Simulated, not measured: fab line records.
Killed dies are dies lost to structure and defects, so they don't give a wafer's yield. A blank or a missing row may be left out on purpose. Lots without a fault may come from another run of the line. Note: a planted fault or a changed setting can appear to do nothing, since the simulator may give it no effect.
A struck lot beside a sound one + flow sky130 + 17 out of 708 route steps
Sound: wafers L617.1, L617.3, L617.5. Struck: wafers L627.1, L627.3, L627.5. The cause is named last.
For every step that has rows: the tool of each side, followed by ch and its chambers, followed by its first start. Under that, the readings that differ: sound wafers + struck wafers + difference of the means + sigmas: that difference in standard deviations of wafers without a fault.
alike: words and numbers the same on both sides, and readings whose means are apart by under 2 such deviations; not compared: readings that were withheld, readings missing a value for some wafer, numbers with overlapping values and no deviation given by the record, and bounds like >300 which may hide the same value.
The two part at a step that has a row with sigmas, a row that says differs or no value, or rows on one side only. Non-overlapping numbers with no deviation appear without sigmas and do not part them. Lack of a reading on every wafer of one side parts them only where that side has two or more wafers.

first, 1 step without rows for these wafers: SKY_VT_ADJUST_LVTN_IMPLANT_19.
SKY_VT_ADJUST_LVTN_STRIP_20: strips in O2/N2.
  sound on plasma_asher-02 ch 0,1, day 8 05:10; struck on plasma_asher-02 ch 0,1, day 11 01:07
| reading                      | sound             | struck            | difference | sigmas |
|------------------------------|-------------------|-------------------|------------|--------|
| strip_time_to_endpoint_s (s) | 14.18 14.17 14.17 | 14.08 14.10 14.09 | -0.08      | -2     |
  alike: drypump_motor_current_A, oes_product_au
  not compared: rf_hours_counter_h
SKY_VT_ADJUST_LVTN_TW_MEAS_21:
  sound: film_metro-04 at day 8 05:16; struck: film_metro-04 at day 11 01:13
  alike: VT_ADJUST_LVTN_2_TW
then, 7 steps without rows for these wafers: SKY_VT_ADJUST_NCORE_DEHYDRATE_00 (time 60 s); SKY_VT_ADJUST_NCORE_HMDS_01 (prime time 60 s); SKY_VT_ADJUST_NCORE_COAT_02 (resist thk 1140 nm); SKY_VT_ADJUST_NCORE_SOFTBAKE_03 (time 60 s); SKY_VT_ADJUST_NCORE_EXPOSE_04 (exposes mask LVTN COMPLEMENT THIN, target cd 380 nm); SKY_VT_ADJUST_NCORE_PEB_05; SKY_VT_ADJUST_NCORE_DEVELOP_06 (develop time 60 s).
SKY_VT_ADJUST_NCORE_CD_MEAS_07: the cd target is 380 nm.
  sound: cd_sem-02 at day 9 01:48; struck: cd_sem-01 at day 11 23:57
  alike: cd_nm
SKY_VT_ADJUST_NCORE_OVL_MEAS_08:
  sound: overlay-01 at day 9 01:55; struck: overlay-01 at day 12 00:04
  alike: VT_ADJUST_NCORE_OVL
SKY_VT_ADJUST_NCORE_IMPLANT_09:
  sound on implanter-02 ch 0, day 9 01:58; struck on implanter-01 ch 0, day 12 00:07
| reading            | sound           | struck            | difference | sigmas |
|--------------------|-----------------|-------------------|------------|--------|
| beam_on_s (s)      | 9.98 10.18 9.97 | 12.31 11.62 12.21 | +2.00      | +9     |
| faraday_current_uA | 13.5 13.3 13.6  | 11.0 11.7 11.1    | -2.2       | -7     |
SKY_VT_ADJUST_NCORE_STRIP_10: strips in O2/N2.
  sound on plasma_asher-03 ch 0,1, day 9 02:07; struck on plasma_asher-03 ch 0, day 12 00:16
  alike: drypump_motor_current_A, oes_product_au, strip_time_to_endpoint_s
  not compared: rf_hours_counter_h
SKY_VT_ADJUST_NCORE_TW_MEAS_11:
  sound: film_metro-01 at day 9 02:13; struck: film_metro-01 at day 12 00:22
| reading            | sound             | struck            | difference | sigmas |
|--------------------|-------------------|-------------------|------------|--------|
| VT_ADJUST_NCORE_TW | 217.2 217.7 215.8 | 227.0 225.9 227.2 | +9.8       | +7     |
then, 1 step without rows for these wafers: SKY_VT_ADJUST_HVTR_DEHYDRATE_00 (time 60 s).
-- the record jumps here: 37 days lie between the struck wafers' starts before and after (it left off in module VT_ADJUST_HVTR and takes up again in module PAD_OPEN, whose first step shown is number 708 of the route) --
SKY_PAD_OPEN_PROBE_99:
  sound: prober-02 at day 46 04:20; struck: prober-02 at day 48 16:01
| reading                                    | sound                         | struck                        | difference | sigmas |
|--------------------------------------------|-------------------------------|-------------------------------|------------|--------|
| model.etest.nfet_16v.r_on_ohm_um           | 1.398e+04 1.405e+04 1.412e+04 | 1.542e+04 1.534e+04 1.521e+04 | +1.273e+03 |        |
| model.etest.pfet_g5v0d10v5.r_on_ohm_um     | 4800 4710 4739                | 4644 4561 4614                | -143       |        |
| model.etest.tip_p.rs_ohm_sq                | 6813 6803 6819                | 6621 6579 6602                | -211       |        |
| model.etest.res_pwell_under_gate.rs_ohm_sq | 2288 2271 2292                | 2267 2252 2246                | -29        |        |
| model.etest.nfet_g5v0d10v5.r_on_ohm_um     | 1877 1852 1869                | 1996 1952 1979                | +110       |        |
| model.etest.tip_p_5v.rs_ohm_sq             | 2849 2863 2847                | 2826 2802 2803                | -43        |        |
| model.etest.nfet_g5v0d10v5.drive_ua_um     | 619.3 630.1 623.9             | 563.2 571.6 570.1             | -56.1      |        |
| model.etest.pfet_g5v0d10v5.drive_ua_um     | 339.4 350.2 346.1             | 350.9 361 357.4               | +11.2      |        |
  alike: killed_at_M0_to_M3, killed_at_M4_up, killed_at_contacts, killed_at_front_end, killed_at_other, killed_dies, killed_open, killed_short

== WHERE THEY PART ==
At SKY_VT_ADJUST_LVTN_STRIP_20 first; at SKY_VT_ADJUST_NCORE_TW_MEAS_11 last (within this record only). Later steps at which nothing parts them and some readings are alike: SKY_PAD_OPEN_PROBE_99.

WHY: what had been put in by the simulator
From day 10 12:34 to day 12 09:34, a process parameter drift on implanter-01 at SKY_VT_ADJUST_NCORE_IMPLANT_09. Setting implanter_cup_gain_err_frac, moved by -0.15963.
